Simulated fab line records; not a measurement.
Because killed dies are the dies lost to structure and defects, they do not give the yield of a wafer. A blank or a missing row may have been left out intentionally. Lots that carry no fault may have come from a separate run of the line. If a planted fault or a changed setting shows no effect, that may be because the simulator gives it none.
Shared-tool check ; flow sky130 ; 33 wafers sampled across 11 lots

== REASON FOR OPENING ==
SKY_POLY_GATE_THK_MEAS_21, reading POLY_GATE_OXIDATION_THK: flagged on 3 of 11 lots. Fault-free wafers read 4.01 nm, with a standard deviation of 0.094.
Rule: a lot is flagged in two cases, either no wafer of it has a number, or all its wafers with numbers fall more than 4 standard deviations from that mean. The other lots count as sound.

lot;measured;on;POLY_GATE_OXIDATION_THK (nm), wafer by wafer;flag
L733;day 17 00:52;film-metro-01;3.96 3.98 4.08;
L738;day 18 22:48;film-metro-01;3.95 3.95 3.94;
L740;day 19 06:00;film-metro-03;4.02 4.03 3.94;
L743;day 20 09:07;film-metro-01;3.98 3.99 4.00;
L745;day 21 10:52;film-metro-01;3.99 3.95 3.91;
L746;day 21 16:10;film-metro-02;3.94 3.83 3.95;
L747;day 21 20:40;film-metro-01;4.81 4.85 4.78;FLAGGED
L748;day 22 04:01;film-metro-01;4.84 4.81 4.78;FLAGGED
L749;day 22 14:58;film-metro-01;3.98 4.06 4.04;
L750;day 22 20:11;film-metro-01;4.74 4.67 4.71;FLAGGED
L755;day 24 13:24;film-metro-02;3.90 3.80 3.83;
The mean of the flagged lots' numbers is 4.78 nm, +0.77 nm from the usual (+8 standard deviations).

== WHICH TOOL EACH LOT WENT THROUGH ==
Before the reading, the record contains 2 process steps out of a 708-step route. Each cell gives the tool, then ch followed by the chambers the sampled wafers passed through, then the start.
lot;flag;SKY_SONOS_ONO_STRIP_17;SKY_POLY_GATE_OXIDATION_20
L733;;plasma-asher-03 ch 0,1, day 12 23:29;furnace-02 ch 0, day 16 23:37
L738;;plasma-asher-03 ch 1, day 14 19:04;furnace-02 ch 0, day 18 21:33
L740;;plasma-asher-03 ch 0,1, day 15 02:50;furnace-02 ch 0, day 19 04:45
L743;;plasma-asher-03 ch 0,1, day 16 04:23;furnace-02 ch 0, day 20 07:52
L745;;plasma-asher-03 ch 0,1, day 17 03:25;furnace-01 ch 0, day 21 09:37
L746;;plasma-asher-02 ch 0,1, day 17 05:49;furnace-02 ch 0, day 21 14:54
L747;FLAGGED;plasma-asher-04 ch 0,1, day 17 12:29;furnace-02 ch 0, day 21 19:25
L748;FLAGGED;plasma-asher-02 ch 0,1, day 17 22:10;furnace-02 ch 0, day 22 02:46
L749;;plasma-asher-04 ch 0, day 18 10:25;furnace-01 ch 0, day 22 13:43
L750;FLAGGED;plasma-asher-04 ch 0, day 18 16:01;furnace-02 ch 0, day 22 18:56
L755;;plasma-asher-04 ch 0,1, day 20 09:49;furnace-01 ch 0, day 24 12:08
These steps, and what they do:
- SKY_SONOS_ONO_STRIP_17: strips in O2/N2.
- SKY_POLY_GATE_OXIDATION_20: stabilise 600 s, purge 300 s, target thk 4 nm.
- SKY_POLY_GATE_THK_MEAS_21

== FLAGGED AGAINST TOTAL, ONE TOOL AT A TIME (gauges that did the reading follow at the end) ==
step;tool;lots run;flagged;share of the flagged lots;sound lots run after its first flagged lot
SKY_SONOS_ONO_STRIP_17;plasma-asher-02;2;1;some;0
SKY_SONOS_ONO_STRIP_17;plasma-asher-03;5;0;none;-
SKY_SONOS_ONO_STRIP_17;plasma-asher-04;4;2;some;2 (L749,L755)
SKY_POLY_GATE_OXIDATION_20;furnace-01;3;0;none;-
SKY_POLY_GATE_OXIDATION_20;furnace-02;8;3;all;0
SKY_POLY_GATE_THK_MEAS_21;film-metro-01;8;3;all;1 (L749)
SKY_POLY_GATE_THK_MEAS_21;film-metro-02;2;0;none;-
SKY_POLY_GATE_THK_MEAS_21;film-metro-03;1;0;none;-

== THE TABLE: WHAT IT ALLOWS ==
Table rows that saw every flagged lot: 2, namely furnace-02 at SKY_POLY_GATE_OXIDATION_20 and film-metro-01 at SKY_POLY_GATE_THK_MEAS_21.
- furnace-02 at SKY_POLY_GATE_OXIDATION_20 ran 8 lots, 3 of them flagged. A fault beginning between L746 (day 21 14:54), its last sound lot, and L747 (day 21 19:25), its first flagged one, fits the data. Its own readings (spike-tc-centre-C, spike-tc-lower-C, spike-tc-top-C, spike-tc-upper-C, tube-center-temp-C, tube_center_temp_C_max) fall more than 4 standard deviations out on all wafers of the flagged lots.
- film-metro-01 at SKY_POLY_GATE_THK_MEAS_21 ran 8 lots, 3 of them flagged. Lots that were sound ran on it after the first flagged one (L749); a persistent fault on the entire tool would not allow that.
One tool is left: furnace-02 at SKY_POLY_GATE_OXIDATION_20.

== WHAT THE SIMULATOR PUT IN ==
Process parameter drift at SKY_POLY_GATE_OXIDATION_20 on furnace-02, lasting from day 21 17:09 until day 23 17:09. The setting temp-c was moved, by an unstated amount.
Shown lots that were struck: L747, L748, L750. This agrees with what the rule above found.
